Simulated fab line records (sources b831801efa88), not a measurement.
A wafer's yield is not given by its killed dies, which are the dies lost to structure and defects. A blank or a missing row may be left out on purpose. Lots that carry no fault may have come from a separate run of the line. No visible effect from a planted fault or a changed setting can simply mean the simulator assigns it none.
A lot that was struck, set against a sound lot / flow sky130 / 43 steps out of a route of 708
Sound: wafers L307.1, L307.5, L307.6. Struck: wafers L319.1, L319.4, L319.6. The cause comes at the end.
Each step with rows lists, per side, the tool, then ch with its chambers, then its first start. Under that, the readings that differ: sound wafers / struck wafers / difference of the means / sigmas: that difference in standard deviations of wafers without a fault.
alike: words and numbers the same on both sides, and readings whose means are apart by under 2 such deviations; not compared: readings that were withheld, readings missing a value for some wafer, numbers with overlapping values and no deviation given by the record, and bounds like >300 which may hide the same value.
The two part at a step that has a row with sigmas, a row that says differs or no value, or rows on one side only. Non-overlapping numbers with no deviation appear without sigmas and do not part them. A reading missing from all wafers of one side parts the sides only when that side holds two or more wafers.

first, 7 steps without rows for these wafers: SKY_METAL2_HMDS_08 (prime time 60 s); SKY_METAL2_COAT_09 (resist thk 60 nm); SKY_METAL2_COAT_10 (resist thk 450 nm); SKY_METAL2_SOFTBAKE_11 (time 90 s); SKY_METAL2_EXPOSE_12 (exposes mask MM2, target cd 140 nm); SKY_METAL2_PEB_13; SKY_METAL2_DEVELOP_14 (develop time 60 s).
SKY_METAL2_CD_MEAS_15 targets a cd of 140 nm.
  struck on cd_sem-01, day 39 22:32; sound on cd_sem-02, day 36 19:37
  alike: cd_nm
SKY_METAL2_OVL_MEAS_16:
  struck on overlay-02, day 39 22:40; sound on overlay-02, day 36 19:44
  alike: METAL2_OVL
then, 3 steps without rows for these wafers: SKY_METAL2_DESCUM_17 (chemistry O2, time 8 s); SKY_METAL2_ETCH_18 (etches BARC in N2/H2, stops on SiO2, time 45.9 s, target depth 60 nm); SKY_METAL2_METAL_ETCH_19 (etches the open film in Cl2/BCl3, stops on SiO2, target depth 360 nm, time 78 s).
SKY_METAL2_STRIP_20: strips in O2/N2.
  sound on plasma_asher-02 ch 0,1, day 36 19:57; struck on plasma_asher-02 ch 0,1, day 39 22:53
  alike: drypump_motor_current_A, oes_product_au, strip_time_to_endpoint_s
  not compared: rf_hours_counter_h
then, 4 steps without rows for these wafers: SKY_METAL2_STRIP_21 (strips in post etch residue remover, time 1200 s); SKY_METAL2_CLEAN_22 (cleans in IPA, time 180 s); SKY_METAL2_CLEAN_23 (cleans in O3/DIW); SKY_VIA2_HDPCVD_00 (deposits SiO2, target thk 1180 nm, time 196.7 s).
SKY_VIA2_THK_MEAS_01:
  struck on film_metro-01, day 39 23:41; sound on film_metro-01, day 36 20:41
  alike: VIA2_HDPCVD_THK
then, 1 step without rows for these wafers: SKY_VIA2_CMP_02 (polishes SiO2).
SKY_VIA2_BOW_MEAS_03:
  struck on film_metro-03, day 40 00:03; sound on film_metro-01, day 36 21:02
  alike: VIA2_BOW
then, 8 steps without rows for these wafers: SKY_VIA2_DEHYDRATE_04 (time 60 s); SKY_VIA2_HMDS_05 (prime time 60 s); SKY_VIA2_COAT_06 (resist thk 60 nm); SKY_VIA2_COAT_07 (resist thk 450 nm); SKY_VIA2_SOFTBAKE_08 (time 90 s); SKY_VIA2_EXPOSE_09 (exposes mask VIM2, target cd 200 nm); SKY_VIA2_PEB_10; SKY_VIA2_DEVELOP_11 (develop time 60 s).
SKY_VIA2_CD_MEAS_12 targets a cd of 200 nm.
  struck on cd_sem-01, day 41 00:34; sound on cd_sem-02, day 37 22:52
  alike: cd_nm
SKY_VIA2_OVL_MEAS_13:
  struck on overlay-01, day 41 00:41; sound on overlay-01, day 37 22:59
  alike: VIA2_OVL
SKY_VIA2_ETCH_14: etches BARC in N2/H2, stops on SiO2, time 45.9 s, target depth 60 nm.
  sound on rie_diel-02 ch 1,2, day 37 23:01; struck on rie_diel-02 ch 0,3, day 41 00:43
  alike: drypump_motor_current_A, oes_product_au, throttle_valve_pct
  not compared: rf_hours_counter_h
SKY_VIA2_ETCH_15: etches SiO2 in C4F8/O2/Ar, stops on TiN, target depth 546 nm, time 84 s.
  sound on rie_diel-02 ch 1,2, day 37 23:04; struck on rie_diel-02 ch 0,3, day 41 00:46
  alike: oes_product_au
  not compared: rf_hours_counter_h
SKY_VIA2_STRIP_16: strips in O2/N2.
  sound on plasma_asher-02 ch 0,1, day 37 23:07; struck on plasma_asher-04 ch 0, day 41 00:49
  alike: drypump_motor_current_A, oes_product_au, strip_time_to_endpoint_s
  not compared: rf_hours_counter_h
then, 3 steps without rows for these wafers: SKY_VIA2_STRIP_17 (strips in post etch residue remover, time 1200 s); SKY_VIA2_CLEAN_18 (cleans in IPA, time 180 s); SKY_VIA2_CLEAN_19 (cleans in O3/DIW).
SKY_VIA2_SPUTTER_20: material TiN, target thk 20 nm, time 80 s.
  struck on pvd_sputter-01, day 41 01:26; sound on pvd_sputter-01, day 37 23:47
  alike: throttle_valve_pct
SKY_VIA2_CVD_21: deposits W, target thk 420 nm, time 126.4 s.
  sound on cvd_w-02 ch 0,1, day 37 23:50; struck on cvd_w-01 ch 1, day 41 01:29
  alike: heater_power_w
SKY_VIA2_RS_MEAS_22: uses a four-point probe to measure.
  struck on film_metro-04, day 41 01:45; sound on film_metro-03, day 37 23:58
  alike: VIA2_W_RS
SKY_VIA2_THK_MEAS_23: measures by xrf.
  struck on film_metro-04, day 41 01:52; sound on film_metro-03, day 38 00:05
  alike: VIA2_W_THK
then, 2 steps without rows for these wafers: SKY_VIA2_CMP_24 (polishes, stops on SiO2, t overpolish 20 s, target thk 0 nm); SKY_METAL3_SPUTTER_00 (material Ti, target thk 15 nm, time 10 s).
-- the record jumps here: 8 days lie between the struck wafers' starts before and after (it left off in module METAL3 and takes up again in module PAD_OPEN, whose first step shown is number 708 of the route) --
SKY_PAD_OPEN_PROBE_99:
  struck on prober-01, day 49 10:32; sound on prober-02, day 47 02:25
reading=defect_limited_yield (%); sound=82.1 80.1 80.9; struck=72.2 75.0 73.8; difference=-7.4; sigmas=-4
reading=killed_at_M0_to_M3; sound=36 52 47; struck=86 76 97; difference=+41; sigmas=+6
reading=killed_dies; sound=88 98 94; struck=137 123 129; difference=+36; sigmas=+4
reading=sort_bin_3_pad_short (%); sound=1.2 0.8 0.4; struck=2.0 3.0 3.3; difference=+2.0; sigmas=+5
reading=sort_bin_5_function (%); sound=9.6 11.8 12.0; struck=17.9 16.3 17.3; difference=+6.0; sigmas=+4
reading=sort_n_pass; sound=404 394 398; struck=355 369 363; difference=-36; sigmas=-4
reading=sort_yield_pct (%); sound=82.1 80.1 80.9; struck=72.2 75.0 73.8; difference=-7.4; sigmas=-4
reading=model.etest.tester.sort_n_pass; sound=404 394 398; struck=355 369 363; difference=-36; sigmas=
reading=model.etest.tester.sort_yield_pct (%); sound=82.11 80.08 80.89; struck=72.15 75 73.78; difference=-7.38; sigmas=
reading=model.etest.tester.sort_bin_5_pct (%); sound=9.553 11.79 11.99; struck=17.89 16.26 17.28; difference=+6.03; sigmas=
reading=model.etest.tester.sort_bin_3_pct (%); sound=1.22 0.813 0.4065; struck=2.033 3.049 3.252; difference=+1.965; sigmas=
  alike: killed_at_M4_up, killed_at_contacts, killed_at_front_end, killed_at_other, killed_open, killed_short, sort_bin_6_memory

## WHERE THEY PART
SKY_PAD_OPEN_PROBE_99 only, going by this record.

WHY: the cause the simulator had injected
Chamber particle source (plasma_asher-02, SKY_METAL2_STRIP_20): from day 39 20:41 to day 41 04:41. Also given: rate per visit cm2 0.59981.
